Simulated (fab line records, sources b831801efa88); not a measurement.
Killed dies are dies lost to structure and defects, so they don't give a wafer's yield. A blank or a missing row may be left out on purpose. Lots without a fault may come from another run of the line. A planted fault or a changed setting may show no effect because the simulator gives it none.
A struck lot beside a sound one | flow sky130 | 34 steps out of a route of 708
Sound: wafers L903.2, L903.4, L903.5. Struck: wafers L906.1, L906.3, L906.5. The cause comes at the end.
At each step with rows: each side's tool, then ch and its chambers, then its first start. Under that, the readings that differ: sound wafers | struck wafers | difference of the means | sigmas: that difference in standard deviations of wafers without a fault.
alike: readings whose means differ by less than 2 such deviations, and words and numbers that are the same on both sides. not compared: withheld readings, readings that some wafer has no value for, bounds like >300 that may hide the same value, and numbers for which the record gives no deviation and whose values overlap.
The two part at a step that has a row with sigmas, a row that says differs or no value, or rows on one side only. Numbers that don't overlap but have no deviation are shown without sigmas and don't part them. A reading that every wafer of one side lacks parts them only if that side has two wafers or more.

first, 9 steps without rows for these wafers: SKY_METAL3_DESCUM_15 (chemistry O2, time 8 s); SKY_METAL3_ETCH_16 (etches BARC in N2/H2, stops on SiO2, time 88.2 s, target depth 60 nm); SKY_METAL3_ETCH_17 (etches SiO2 in C4F8/O2/Ar, stops on TiN, time 3.9 s, target depth 15 nm); SKY_METAL3_METAL_ETCH_18 (etches the open film in Cl2/BCl3, stops on SiO2, target depth 845 nm, time 183.1 s); SKY_METAL3_STRIP_19 (strips in O2/N2); SKY_METAL3_STRIP_20 (strips in post etch residue remover, time 1200 s); SKY_METAL3_CLEAN_21 (cleans in IPA, time 180 s); SKY_METAL3_CLEAN_22 (cleans in O3/DIW); SKY_VIA3_HDPCVD_00 (deposits SiO2, target thk 1635 nm, time 272.5 s).
SKY_VIA3_CMP_02: polishes SiO2.
  sound on cmp-02 ch 1,2, day 41 06:26; struck on cmp-01 ch 0,1,2, day 42 03:17
  alike: head_pressure_psi, motor_current_A
then, 23 steps without rows for these wafers: SKY_VIA3_DEHYDRATE_04 (time 60 s); SKY_VIA3_HMDS_05 (prime time 60 s); SKY_VIA3_COAT_06 (resist thk 60 nm); SKY_VIA3_COAT_07 (resist thk 450 nm); SKY_VIA3_SOFTBAKE_08 (time 90 s); SKY_VIA3_EXPOSE_09 (exposes mask VIM3, target cd 200 nm); SKY_VIA3_PEB_10; SKY_VIA3_DEVELOP_11 (develop time 60 s); SKY_VIA3_ETCH_14 (etches BARC in N2/H2, stops on SiO2, time 45.9 s, target depth 60 nm); SKY_VIA3_ETCH_15 (etches SiO2 in C4F8/O2/Ar, stops on TiN, target depth 507 nm, time 78 s); SKY_VIA3_STRIP_16 (strips in O2/N2); SKY_VIA3_STRIP_17 (strips in post etch residue remover, time 1200 s); SKY_VIA3_CLEAN_18 (cleans in IPA, time 180 s); SKY_VIA3_CLEAN_19 (cleans in O3/DIW); SKY_VIA3_SPUTTER_20 (material TiN, target thk 20 nm, time 80 s); SKY_VIA3_CVD_21 (deposits W, target thk 390 nm, time 117.31 s); SKY_VIA3_CMP_24 (polishes, stops on SiO2, t overpolish 20 s, target thk 0 nm); SKY_METAL4_SPUTTER_00 (material Ti, target thk 15 nm, time 10 s); SKY_METAL4_SPUTTER_01 (material TiN, target thk 20 nm, time 16.7 s); SKY_METAL4_SPUTTER_02 (material AlCu, target thk 735 nm, time 39.1 s); SKY_METAL4_SPUTTER_03 (material Ti, target thk 5 nm, time 3.3 s); SKY_METAL4_SPUTTER_04 (material TiN, target thk 70 nm, time 58.3 s); SKY_CAP2M_CVD_00 (deposits SiO2, target thk 15.5 nm).
-- the record jumps here: 7 days lie between the struck wafers' starts before and after (it left off in module CAP2M and takes up again in module PAD_OPEN, whose first step shown is number 708 of the route) --
SKY_PAD_OPEN_PROBE_99:
  sound on prober-01, day 47 23:13; struck on prober-02, day 48 17:13
  no value came back on the struck wafers for any of 5 readings (model.etest.tester.sort_n_pass, model.etest.tester.sort_yield_pct (%) and others); on the sound wafers model.etest.tester.sort_n_pass reads 421 416 408
  reading                                         | sound              | struck            | difference | sigmas
  killed_at_M0_to_M3                              | 31 45 47           | 211 206 205       | +166       | +23
  killed_dies                                     | 71 76 84           | 254 244 238       | +168       | +15
  killed_on_rim                                   | 14 26 17           | 47 50 47          | +29        | +8
  model.etest.tip_sonos.rs_ohm_sq_range           | 39.15 44.19 34.61  | 111.6 126 104.7   | +74.8      |
  model.etest.tip_sonos.rs_ohm_sq_rim_less_centre | 27.24 -12.58 18.88 | 59.29 49.56 52.59 | +42.63     |
  alike: killed_at_M4_up, killed_at_contacts, killed_at_front_end, killed_at_other, killed_open, killed_short
  not compared: model.etest.sonos_uncharged.r_on_ohm_um

WHERE THEY PART
Only at SKY_PAD_OPEN_PROBE_99, within this record.

WHY: what the simulator had put in
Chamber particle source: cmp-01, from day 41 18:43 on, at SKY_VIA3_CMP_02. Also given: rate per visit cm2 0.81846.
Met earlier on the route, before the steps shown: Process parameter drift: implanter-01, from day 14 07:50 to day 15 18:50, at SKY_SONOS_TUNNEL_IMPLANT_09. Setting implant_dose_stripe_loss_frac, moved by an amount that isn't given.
